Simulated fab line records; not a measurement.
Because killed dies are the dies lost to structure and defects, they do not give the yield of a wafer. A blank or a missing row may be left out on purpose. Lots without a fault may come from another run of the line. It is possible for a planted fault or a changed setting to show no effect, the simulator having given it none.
fab line records	flow sfqLine
record lots=13	wafers=37	lastDay=94
route steps=325 shown INCOMING@1 I1@83 M3@119
lots that met no fault: from a run of the same line without faults
startH: the number of hours between the record's first day and the start of the first shown wafer of the lot	waitH: hours since the lot's step before	" the same as in the row above	L1.1+2: a single row standing in for several wafers	- no value, or no start given	* or withheld: withheld	< > ~ a bound
route shown NAME@n: a module of which the file shows steps, and the number in the route of the first	usual: mean/standard deviation taken from wafers without a fault	same: alike in all rows	chamber/n: place in a boat	sites: per-site readings	_std_site: standard deviation of those values	_edge_site: outer sites' mean less inner sites'	radiusMm: for every site, how far away it sits from the centre of the wafer	mask NAME#n: copy n	behind: the last tool/chamber to shape the wafer	hold: the reason the lot was held/the length of the hold in hours/how it ended	device: whichever transistor did not switch (one of n, p or np)	end of line: the route-end tests of the same wafers	a step with no rows: only its recipe	killed: count of dies lost to structure and defects at first sort (not the wafer's yield)	map: shows each die of a wafer: x if killed, . if not, _ if none is there
set.NAME: the setting that was run; set.NAME@STEP: the one run at that earlier step	model.NAME: the simulator's own value behind a step, which no gauge read
the route's steps for a sample of lots (tables are steps, rows are wafers)
services: from which hour (startH, from the record's first day; less than 0 if before it) a tool's chamber was out of use, for how many hours, and why
## steps
# step SFQ_INCOMING_BOW_MEAS_900
# recipe mode=bow
# usual INCOMING_BOW=0/6.5
lot.wafer	tool	chamber	startH	waitH	INCOMING_BOW[um]
L122.1	filmMetro-02	-	10.00	-	-5
L122.5	"	-	"	"	1
L122.6	"	-	"	"	0
L123.1	filmMetro-01	-	15.00	-	-2
L123.2	"	-	"	"	-5
L123.6	"	-	"	"	-9
L124.3	filmMetro-01	-	20.04	-	-9
L124.4	"	-	"	"	-4
L124.6	"	-	"	"	6
L125.1	filmMetro-04	-	25.00	-	-3
L125.3	"	-	"	"	4
L125.4	"	-	"	"	-1
L126.2	filmMetro-04	-	30.02	-	-4
L126.4	"	-	"	"	3
L126.5	"	-	"	"	8
L127.1	filmMetro-02	-	35.00	-	-4
L127.2	"	-	"	"	10
L127.3	"	-	"	"	9
L128.2	filmMetro-02	-	40.02	-	2
L128.3	"	-	"	"	8
L128.4	"	-	"	"	1
L135.2	filmMetro-04	-	75.02	-	-6
L135.5	"	-	"	"	-6
L136.1	filmMetro-04	-	80.00	-	3
L136.2	"	-	"	"	-6
L136.5	"	-	"	"	2
L138.2	filmMetro-02	-	90.02	-	-3
L138.4	"	-	"	"	17
L139.4	filmMetro-02	-	95.16	-	10
L139.5	"	-	"	"	-1
L139.6	"	-	"	"	-7
L144.1	filmMetro-02	-	120.00	-	-1
L144.2	"	-	"	"	-11
L144.3	"	-	"	"	-4
L145.1	filmMetro-02	-	125.00	-	-2
L145.2	"	-	"	"	-6
L145.4	"	-	"	"	7
# step SFQ_I1_OVL_MEAS_913
# usual I1_OVL=0/6.1
lot.wafer	tool	chamber	startH	waitH	I1_OVL[nm]
L122.1	overlay-02	-	391.93	0.1	4
L122.5	"	-	"	"	-1
L122.6	"	-	"	"	3
L123.1	overlay-02	-	402.73	0.1	-5
L123.2	"	-	"	"	-4
L123.6	"	-	"	"	-2
L124.3	overlay-02	-	420.75	0.1	10
L124.4	"	-	"	"	3
L124.6	"	-	"	"	5
L125.1	overlay-02	-	434.93	0.1	-6
L125.3	"	-	"	"	-1
L125.4	"	-	"	"	-4
L126.2	overlay-02	-	438.54	0.1	18
L126.4	"	-	"	"	16
L126.5	"	-	"	"	18
L127.1	overlay-01	-	451.73	0.1	-6
L127.2	"	-	"	"	14
L127.3	"	-	"	"	-4
L128.2	overlay-01	-	461.34	0.1	-4
L128.3	"	-	"	"	-16
L128.4	"	-	"	"	-4
L135.2	overlay-01	-	511.74	0.1	6
L135.5	"	-	"	"	-3
L136.1	overlay-02	-	527.33	0.1	-9
L136.2	"	-	"	"	-1
L136.5	"	-	"	"	-7
L138.2	overlay-02	-	541.10	0.1	1
L138.4	"	-	"	"	5
L139.4	overlay-02	-	550.71	0.1	0
L139.5	"	-	"	"	-10
L139.6	"	-	"	"	0
L144.1	overlay-01	-	584.42	0.1	-9
L144.2	"	-	"	"	3
L144.3	"	-	"	"	-8
L145.1	overlay-01	-	596.42	0.1	1
L145.2	"	-	"	"	7
L145.4	"	-	"	"	16
# step SFQ_TRILAYER_M3_DEP_SPUTTER_073
# recipe material=Nb	basePressurePa=1.33e-06	chamberPressurePa=0.1333	substrateTempC=20	resputterCathodeVoltageV=400	targetThkNm=200	powerW=2000	timeS=133.3
# usual basePressurePa=1.34e-06/7.6e-08	throttleValvePct=29.5/1.1
lot.wafer	tool	chamber	startH	waitH	basePressurePa	throttleValvePct
L122.1	pvdSputter-03	-	678.57	0.0	1.26e-06	29.8
L122.5	"	-	"	"	1.45e-06	30.6
L122.6	"	-	"	"	1.39e-06	31.8
L123.1	pvdSputter-05	-	700.17	0.0	1.24e-06	28.3
L123.2	"	-	"	"	1.4e-06	27.7
L123.6	"	-	"	"	1.39e-06	27.5
L124.3	pvdSputter-03	-	715.73	0.0	1.34e-06	30.6
L124.4	"	-	"	"	1.42e-06	29.3
L124.6	"	-	"	"	1.36e-06	29.9
L125.1	pvdSputter-05	-	726.67	0.0	1.28e-06	28.1
L125.3	"	-	"	"	1.29e-06	27.4
L125.4	"	-	"	"	1.32e-06	27.4
L126.2	pvdSputter-03	-	729.05	0.0	1.38e-06	29.8
L126.4	"	-	"	"	1.31e-06	31.9
L126.5	"	-	"	"	1.51e-06	29.3
L127.1	pvdSputter-06	-	748.45	0.0	1.31e-06	29.4
L127.2	"	-	"	"	1.38e-06	29.2
L127.3	"	-	"	"	1.25e-06	30.5
L128.2	pvdSputter-03	-	761.45	0.0	1.47e-06	29.9
L128.3	"	-	"	"	1.26e-06	30.8
L128.4	"	-	"	"	1.35e-06	31.7
L135.2	pvdSputter-06	-	835.98	0.0	1.4e-06	29.3
L135.5	"	-	"	"	1.42e-06	30.1
L136.1	pvdSputter-06	-	860.12	0.0	1.38e-06	29.2
L136.2	"	-	"	"	1.4e-06	30.3
L136.5	"	-	"	"	1.38e-06	29.5
L138.2	pvdSputter-06	-	869.84	0.0	1.32e-06	30.4
L138.4	"	-	"	"	1.41e-06	29.2
L139.4	pvdSputter-05	-	871.04	0.0	1.48e-06	27.6
L139.5	"	-	"	"	1.35e-06	27.8
L139.6	"	-	"	"	1.29e-06	29.5
L144.1	pvdSputter-05	-	889.79	0.0	1.2e-06	29.6
L144.2	"	-	"	"	1.37e-06	27.3
L144.3	"	-	"	"	1.27e-06	28.3
L145.1	pvdSputter-05	-	902.49	0.0	1.34e-06	27.5
L145.2	"	-	"	"	1.24e-06	28.3
L145.4	"	-	"	"	1.26e-06	29.6
# step SFQ_M3_RS_MEAS_919
# recipe thkMeasGauge=four-point-probe	reads=Nb_of_TRILAYER_M3_DEP_SPUTTER_073
# usual M3_NB_RS=0.887/0.012
lot.wafer	tool	chamber	startH	waitH	M3_NB_RS[ohm/sq]
L122.1	filmMetro-04	-	678.66	0.0	0.892
L122.5	"	-	"	"	0.896
L122.6	"	-	"	"	0.892
L123.1	filmMetro-04	-	700.26	0.0	0.894
L123.2	"	-	"	"	0.896
L123.6	"	-	"	"	0.900
L124.3	filmMetro-01	-	715.87	0.1	0.870
L124.4	"	-	"	"	0.875
L124.6	"	-	"	"	0.873
L125.1	filmMetro-01	-	726.76	0.0	0.894
L125.3	"	-	"	"	0.896
L125.4	"	-	"	"	0.891
L126.2	filmMetro-04	-	729.16	0.1	0.877
L126.4	"	-	"	"	0.878
L126.5	"	-	"	"	0.892
L127.1	filmMetro-02	-	748.54	0.0	0.912
L127.2	"	-	"	"	0.898
L127.3	"	-	"	"	0.903
L128.2	filmMetro-01	-	761.56	0.1	0.899
L128.3	"	-	"	"	0.891
L128.4	"	-	"	"	0.892
L135.2	filmMetro-01	-	836.09	0.1	0.956
L135.5	"	-	"	"	0.866
L136.1	filmMetro-02	-	860.21	0.0	0.874
L136.2	"	-	"	"	0.958
L136.5	"	-	"	"	0.878
L138.2	filmMetro-01	-	869.95	0.1	0.948
L138.4	"	-	"	"	0.864
L139.4	filmMetro-01	-	871.19	0.1	0.898
L139.5	"	-	"	"	0.912
L139.6	"	-	"	"	0.894
L144.1	filmMetro-04	-	889.88	0.0	0.893
L144.2	"	-	"	"	0.914
L144.3	"	-	"	"	0.888
L145.1	filmMetro-04	-	902.58	0.0	0.918
L145.2	"	-	"	"	0.888
L145.4	"	-	"	"	0.884
# step SFQ_TRILAYER_M3_ETCH_METAL_ETCH_078
# recipe target=Nb	stopOn=SiO2	maskMaterial=PR	chemistry=Cl2/Ar	targetDepthNm=240	icpW=600	biasW=80	pressureMtorr=10	timeS=120
# usual drypumpMotorCurrentA=5.8/0.46	oesProductAu=0.896/0.0083	rfFwdPowerW=596.6/2.3
lot.wafer	tool	chamber	startH	waitH	drypumpMotorCurrentA	oesProductAu	rfFwdPowerW	rfHoursCounterH
L122.1	rieMetal-02	1	825.48	0.0	5.9	0.891	595.5	115
L122.5	"	1	"	"	5.8	0.889	597.8	-
L122.6	"	0	"	"	6.3	0.896	600.2	-
L123.1	rieMetal-04	0	844.74	0.1	6.2	0.886	597.3	75
L123.2	"	0	"	"	6.2	0.884	596.9	-
L123.6	"	0	"	"	6.1	0.891	595.3	-
L124.3	rieMetal-01	0	864.19	0.1	5.0	0.901	597.8	-
L124.4	"	1	"	"	5.6	0.911	596.1	-
L124.6	"	1	"	"	5.6	0.909	596.7	-
L125.1	rieMetal-01	0	874.50	0.0	5.0	0.894	596.5	24
L125.3	"	1	"	"	5.6	0.891	595.8	-
L125.4	"	0	"	"	5.0	0.893	598.4	-
L126.2	rieMetal-01	1	878.10	0.0	5.6	0.898	595.0	108
L126.4	"	1	"	"	5.6	0.905	594.4	-
L126.5	"	1	"	"	5.6	0.895	595.3	-
L127.1	rieMetal-02	0	896.22	0.1	6.3	0.881	596.9	116
L127.2	"	1	"	"	5.9	0.883	593.3	124
L127.3	"	0	"	"	6.3	0.888	596.6	-
L128.2	rieMetal-04	0	905.80	0.0	6.1	0.882	600.0	86
L128.3	"	0	"	"	6.2	0.898	599.0	-
L128.4	"	1	"	"	5.7	0.890	594.3	-
L135.2	rieMetal-04	0	964.28	0.0	6.1	0.861	599.5	93
L135.5	"	0	"	"	6.2	0.892	597.6	-
L136.1	rieMetal-01	1	989.29	0.0	5.6	0.912	594.7	125
L136.2	"	0	"	"	4.9	0.856	601.2	37
L136.5	"	0	"	"	5.0	0.894	600.1	-
L138.2	rieMetal-02	0	1003.79	0.1	6.3	0.862	598.5	-
L138.4	"	0	"	"	6.3	0.903	595.9	-
L139.4	rieMetal-01	1	1006.13	0.1	5.6	0.886	591.2	-
L139.5	"	1	"	"	5.6	0.879	593.4	-
L139.6	"	0	"	"	5.0	0.895	597.1	-
L144.1	rieMetal-02	0	1037.42	0.0	6.3	0.896	596.7	135
L144.2	"	1	"	"	5.8	0.881	597.8	2
L144.3	"	1	"	"	5.8	0.901	597.2	-
L145.1	rieMetal-01	0	1047.02	0.0	5.0	0.880	600.7	45
L145.2	"	1	"	"	5.6	0.899	592.9	133
L145.4	"	1	"	"	5.6	0.898	590.1	-
# step SFQ_TRILAYER_M3_STRIP_STRIP_079
# recipe gas=O2	powerW=200	platenTempC=40	overashFraction=0.65	chemistry=O2	pressureMtorr=50
# usual drypumpMotorCurrentA=5.8/0.46	oesProductAu=1.002/0.012	platenTempC=40.03/0.13
lot.wafer	tool	chamber	startH	waitH	drypumpMotorCurrentA	oesProductAu	platenTempC	rfHoursCounterH
L122.1	rieMetal-02	1	825.61	0.1	5.8	1.003	40.05	115
L122.5	"	1	"	"	5.9	1.008	40.00	-
L122.6	"	0	"	"	6.3	0.999	40.13	-
L123.1	rieMetal-04	0	844.99	0.2	6.2	1.011	40.09	75
L123.2	"	0	"	"	6.2	1.007	40.05	-
L123.6	"	0	"	"	6.2	0.998	40.25	-
L124.3	rieMetal-01	0	864.47	0.2	5.0	0.993	39.99	-
L124.4	"	1	"	"	5.6	0.995	40.22	-
L124.6	"	1	"	"	5.6	1.014	40.15	-
L125.1	rieMetal-01	0	874.62	0.1	5.0	1.005	39.95	25
L125.3	"	1	"	"	5.6	1.005	40.01	-
L125.4	"	0	"	"	5.0	1.004	40.02	-
L126.2	rieMetal-01	1	878.22	0.1	5.6	1.007	40.04	108
L126.4	"	1	"	"	5.6	1.004	40.08	-
L126.5	"	1	"	"	5.6	0.994	40.10	-
L127.1	rieMetal-02	0	896.34	0.1	6.3	0.985	40.22	117
L127.2	"	1	"	"	5.9	0.994	39.99	125
L127.3	"	0	"	"	6.3	0.986	40.20	-
L128.2	rieMetal-04	0	905.92	0.1	6.2	0.997	39.90	86
L128.3	"	0	"	"	6.2	0.989	39.88	-
L128.4	"	1	"	"	5.6	1.012	40.16	-
L135.2	rieMetal-04	0	964.40	0.1	6.2	0.994	39.74	93
L135.5	"	0	"	"	6.2	1.003	39.83	-
L136.1	rieMetal-01	1	989.42	0.1	5.6	1.011	40.01	125
L136.2	"	0	"	"	5.0	0.997	39.98	37
L136.5	"	0	"	"	5.0	0.997	40.29	-
L138.2	rieMetal-02	0	1004.20	0.4	6.3	0.989	40.13	-
L138.4	"	0	"	"	6.3	0.994	40.25	-
L139.4	rieMetal-01	1	1006.42	0.2	5.6	1.000	40.30	-
L139.5	"	1	"	"	5.6	1.003	40.33	-
L139.6	"	0	"	"	5.0	1.004	39.85	-
L144.1	rieMetal-02	0	1037.54	0.1	6.3	1.005	39.98	135
L144.2	"	1	"	"	5.8	1.023	40.05	2
L144.3	"	1	"	"	5.8	1.024	39.95	-
L145.1	rieMetal-01	0	1047.14	0.1	5.0	1.013	40.00	45
L145.2	"	1	"	"	5.6	1.019	39.93	133
L145.4	"	1	"	"	5.6	1.025	39.90	-
## services
tool	chamber	startH	hours	kind
rieMetal-04	1	667.82	17.9	repair
pvdSputter-05	-	668.19	4.3	repair
pvdSputter-03	-	689.49	4.9	repair
rieMetal-04	0	716.74	8.8	repair
rieMetal-01	-	749.53	3.8	repair
rieMetal-02	0	778.96	4.1	repair
rieMetal-04	1	806.58	9.1	repair
pvdSputter-05	-	812.63	2.5	repair
rieMetal-04	1	815.67	-	clean
rieMetal-04	1	815.67	29.0	scheduledDown
rieMetal-01	-	820.28	2.8	pm
rieMetal-04	-	836.82	0.5	repair
rieMetal-01	0	885.55	20.9	repair
pvdSputter-05	-	896.62	1.7	repair
pvdSputter-06	-	900.24	2.6	repair
rieMetal-04	0	925.95	7.5	repair
pvdSputter-03	-	955.19	1.2	repair
pvdSputter-06	-	978.57	61.3	repair
rieMetal-02	1	999.17	-	clean
rieMetal-02	1	999.17	21.1	scheduledDown
rieMetal-02	1	999.17	21.1	ventCycle
rieMetal-02	0	1041.76	-	clean
rieMetal-02	0	1041.76	17.2	scheduledDown
rieMetal-02	0	1041.76	17.2	ventCycle
## key
firstSign step=SFQ_M3_RS_MEAS_919	reading=M3_NB_RS	direction=up	sigmas=5.5	usual=0.887	struck=0.954
effect step=SFQ_TRILAYER_M3_ETCH_METAL_ETCH_078	reading=oesProductAu	direction=down	sigmas=4.4	usual=0.896	struck=0.860
metAt SFQ_TRILAYER_M3_DEP_SPUTTER_073
struckLots L135,L136,L138
struckWafers L135.2,L136.2,L138.2
notActingAt SFQ_INCOMING_BOW_MEAS_900,SFQ_I1_OVL_MEAS_913,SFQ_TRILAYER_M3_STRIP_STRIP_079
onsetBetween 748.45 835.98
fault kind=processParameterDrift	tool=pvdSputter-06	chamber=-	onsetH=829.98	steps=SFQ_TRILAYER_M3_DEP_SPUTTER_073	channel=timeS	offset=*	shape=step	endH=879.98	scope=struckWafersOnly	actsIn=*	stated=*
